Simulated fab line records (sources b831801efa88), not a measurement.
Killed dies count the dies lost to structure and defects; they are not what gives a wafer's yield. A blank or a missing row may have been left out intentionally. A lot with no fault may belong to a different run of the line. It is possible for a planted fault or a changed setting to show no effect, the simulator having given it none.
What tool caused it? -- flow sky130 -- 18 wafers from 6 lots sampled at 3 of the route's 708 steps

WHAT THE GAUGES SHOWED, per wafer
SKY_VT_ADJUST_LVTN_OVL_MEAS_07.
lot,measured,on,VT_ADJUST_LVTN_OVL (nm)
L975,day 7 06:51,overlay-01,0.2 0.0 2.4
L979,day 8 04:19,overlay-01,1.1 0.1 0.6
L981,day 8 15:55,overlay-02,290.0 290.3 290.8
L985,day 9 18:59,overlay-02,2.3 -1.2 0.8
L991,day 11 13:42,overlay-02,-0.7 -0.1 1.0
L996,day 12 20:59,overlay-01,0.1 -0.7 -1.4

WHICH TOOL RAN EACH LOT (tool, then ch and the chambers of the sampled wafers, then the start)
lot,SKY_NWELL_STRIP_25,SKY_VT_ADJUST_LVTN_EXPOSE_04
L975,"plasmaAsher-04 ch 0,1, day 5 16:11","ilineStepper-01 ch 0, day 6 21:28"
L979,"plasmaAsher-04 ch 0,1, day 6 12:58","ilineStepper-02 ch 0, day 7 18:21"
L981,"plasmaAsher-03 ch 0,1, day 6 22:52","ilineStepper-01 ch 0, day 8 05:16"
L985,"plasmaAsher-01 ch 0,1, day 7 23:58","ilineStepper-02 ch 0, day 9 07:50"
L991,"plasmaAsher-01 ch 0,1, day 9 15:18","ilineStepper-02 ch 0, day 11 02:26"
L996,"plasmaAsher-04 ch 0,1, day 10 20:12","ilineStepper-02 ch 0, day 12 08:29"
- SKY_NWELL_STRIP_25: strips in O2/N2.
- SKY_VT_ADJUST_LVTN_EXPOSE_04: exposes mask NWM COMPLEMENT LESS NATIVE, target cd 840 nm.

THE ANSWER, worked out from the rows above alone
Rule: what is usual is taken from the lots themselves. Put in order of their means at a reading, lots are off if they are a third of the lots or fewer, leave a main group of 4 or more, and stand apart from it by a gap of 3 or more times the standard deviation of the main group's means; of several such gaps the widest counts. If all means in a main group match to the digits the tables above print for the reading, that group is not used. A lot without any number at a reading at which 4 lots or more have one is off too. The other lots that the step has rows for count as sound.
Off: L981, at SKY_VT_ADJUST_LVTN_OVL_MEAS_07 (VT_ADJUST_LVTN_OVL). Main group: mean 0.3 nm, sd 0.55.
If a tool, at a process step before that reading, ran all the lots that are off and no sound lot after the first of them, it fits. Those tools and the gauges at SKY_VT_ADJUST_LVTN_OVL_MEAS_07 are tried in the same way. Undecided on this evidence; 2 tools fit (plasmaAsher-03 at SKY_NWELL_STRIP_25, ilineStepper-01 at SKY_VT_ADJUST_LVTN_EXPOSE_04).

WHAT HAD BEEN PUT IN BY THE SIMULATOR
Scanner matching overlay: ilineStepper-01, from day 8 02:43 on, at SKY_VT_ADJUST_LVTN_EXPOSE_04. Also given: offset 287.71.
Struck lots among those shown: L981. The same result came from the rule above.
